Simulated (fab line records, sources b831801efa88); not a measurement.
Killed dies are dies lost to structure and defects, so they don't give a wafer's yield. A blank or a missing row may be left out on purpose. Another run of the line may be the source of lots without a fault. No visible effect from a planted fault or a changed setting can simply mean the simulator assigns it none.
One fault seen from 2 desks | flow sky130 | only its own numbers are on each desk; what lay behind them is given at the end

AT THE TOOL OWNER'S DESK: implanter-04
The tool's own readings at SKY_PWDE_IMPLANT_08: means of the sampled wafers that have a number, for each lot that ran on this tool. The brackets show how far a lot's mean lies from the usual mean; more than 4 standard deviations puts the lot out of limits, marked OUT.
Columns: A = beam energy keV at SKY_PWDE_IMPLANT_08, usual 150.00
lot  | first seen here | A
L186 | day 5 03:18     | 149.96
L190 | day 6 00:11     | 143.59 (-99 or more) OUT
L193 | day 6 17:13     | 143.60 (-99 or more) OUT
This desk's finding: out of limits on L190, L193; first on L190, day 6 00:11 (beam energy keV at SKY_PWDE_IMPLANT_08). Within limits: L186.

AT THE METROLOGY DESK
What the gauges read, lot by lot, whatever tool the lot ran on: means of the sampled wafers that have a number. The brackets show how far a lot's mean lies from the usual mean; more than 4 standard deviations puts the lot out of limits, marked OUT. 7 of its 8 readings are shown, namely those furthest out on some lot.
Columns: A = DNWELL_TW at SKY_DNWELL_TW_MEAS_09, usual 1106; B = PWDE_OVL at SKY_PWDE_OVL_MEAS_07, usual -0.2 nm; C = PWDE_TW at SKY_PWDE_TW_MEAS_10, usual 372.1; D = NWELL_00_OVL at SKY_NWELL_OVL_MEAS_10, usual -0.3 nm; E = NWELL_TW at SKY_NWELL_TW_MEAS_15, usual 1810; F = NWELL_2_TW at SKY_NWELL_TW_MEAS_26, usual 493; G = NWELL_RS at SKY_NWELL_RS_MEAS_29, usual 624.6 ohm/sq
lot  | first seen here | A    | B    | C     | D    | E    | F   | G
L185 | day 4 00:52     | 1102 | -0.6 | 372.7 | 0.6  | 1785 | 497 | 628.0
L186 | day 4 11:37     | 1114 | 0.3  | 373.0 | -0.6 | 1807 | 493 | 624.1
L190 | day 5 06:40     | 1091 | -0.0 | 369.7 | -1.0 | 1803 | 495 | 626.2
L191 | day 5 17:32     | 1120 | -0.1 | 375.0 | 0.3  | 1813 | 497 | 624.3
L193 | day 5 22:38     | 1110 | -0.3 | 370.5 | 0.1  | 1791 | 497 | 624.6
L200 | day 7 15:56     | 1097 | -2.0 | 370.6 | -2.0 | 1808 | 491 | 626.1
Finding of this desk: none of the 6 lots has anything out of limits.

ALL TOGETHER
The tool owner's desk could have raised an alarm at day 6 00:11, on L190, L193.
Metrology desk: nothing out of limits seen.
The metrology desk has L190, L193 on record, within its limits.
Every lot named ran SKY_PWDE_IMPLANT_08 on implanter-04.

WHAT WAS PUT IN BY THE SIMULATOR
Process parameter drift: implanter-04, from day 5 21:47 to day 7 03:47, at SKY_PWDE_IMPLANT_08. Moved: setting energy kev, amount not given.
Struck lots among those shown: L190, L193.
How many hours passed from the start of the fault until each desk's first out-of-limits reading: the tool owner's desk, 2.
